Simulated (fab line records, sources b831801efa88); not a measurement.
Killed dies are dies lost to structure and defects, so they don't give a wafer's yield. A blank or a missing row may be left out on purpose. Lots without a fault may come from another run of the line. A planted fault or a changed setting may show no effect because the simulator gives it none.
One fault seen from 2 desks | flow gf180mcu | each desk has only its own numbers; what lay behind them comes last

THE METROLOGY DESK
What the gauges read, lot by lot, whatever tool the lot ran on: means of the sampled wafers that have a number. A lot is out of limits, marked OUT, if its mean lies more than 4 standard deviations from the usual mean; the brackets give that distance.
Columns: A = VT_IMPLANT_3_TW at GF_VT_IMPLANT_TW_MEAS_32, usual 267; B = POLY_GATE_OXIDATION_THK at GF_POLY_GATE_THK_MEAS_17, usual 3.99 nm
lot  | first seen here | A   | B
L803 | day 7 04:38     | 265 | 3.97
L805 | day 7 17:55     | 270 | 4.00
L806 | day 7 23:58     | 263 | 3.78
L807 | day 8 03:56     | 264 | 3.96
L808 | day 8 06:55     | 266 | 3.91
L809 | day 8 19:59     | 263 | 4.06
L810 | day 8 23:26     | 269 | 4.12
L812 | day 9 09:40     | 271 | 4.12
L814 | day 10 00:59    | 265 | 4.00
L817 | day 10 20:29    | 269 | 3.93
L822 | day 12 03:32    | 261 | 3.98
L823 | day 12 10:43    | 267 | 4.04
L825 | day 12 23:17    | 266 | 4.01
L826 | day 13 04:10    | 266 | 4.13
This desk's finding: nothing out of limits on any of the 14 lots.

THE TOOL OWNER'S DESK: wet_bench-03
The tool's own readings at GF_STI_WET_ETCH_27 (etches Si3N4 in H3PO4, target depth 160 nm, time 1825 s): means of the sampled wafers that have a number, for each lot that ran on this tool. A lot is out of limits, marked OUT, if its mean lies more than 4 standard deviations from the usual mean; the brackets give that distance.
Columns: A = bath_guard_temp_C at GF_STI_WET_ETCH_27, usual 159.8 C; B = temp_c at GF_STI_WET_ETCH_27, usual 159.99 C
lot  | first seen here | A                | B
L803 | day 2 05:41     | 160.6            | 160.02
L806 | day 2 23:10     | 159.7            | 159.98
L807 | day 3 02:55     | 160.4            | 159.95
L810 | day 3 17:35     | 158.0            | 157.47 (-21) OUT
L812 | day 4 01:55     | 156.3 (-5.1) OUT | 157.51 (-21) OUT
L814 | day 4 13:07     | 158.1            | 157.54 (-20) OUT
L826 | day 7 02:24     | 158.8            | 160.10
This desk's finding: out of limits on L810, L812, L814; first on L810, day 3 17:35 (temp_c at GF_STI_WET_ETCH_27). In limits: L803, L806, L807, L826.

PUT TOGETHER
The tool owner's desk could have raised an alarm at day 3 17:35, on L810, L812, L814.
The metrology desk saw nothing out of limits.
The metrology desk has L810, L812, L814 on record, within its limits.
Of the lots named, all ran GF_STI_WET_ETCH_27 on wet_bench-03.

WHAT THE SIMULATOR HAD PUT IN
Process parameter drift: wet_bench-03, from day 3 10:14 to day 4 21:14, at GF_STI_WET_ETCH_27. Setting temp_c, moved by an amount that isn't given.
Lots struck among those shown: L810, L812, L814.
Hours from the fault's start to each desk's first reading out of limits: the tool owner's desk, 7.
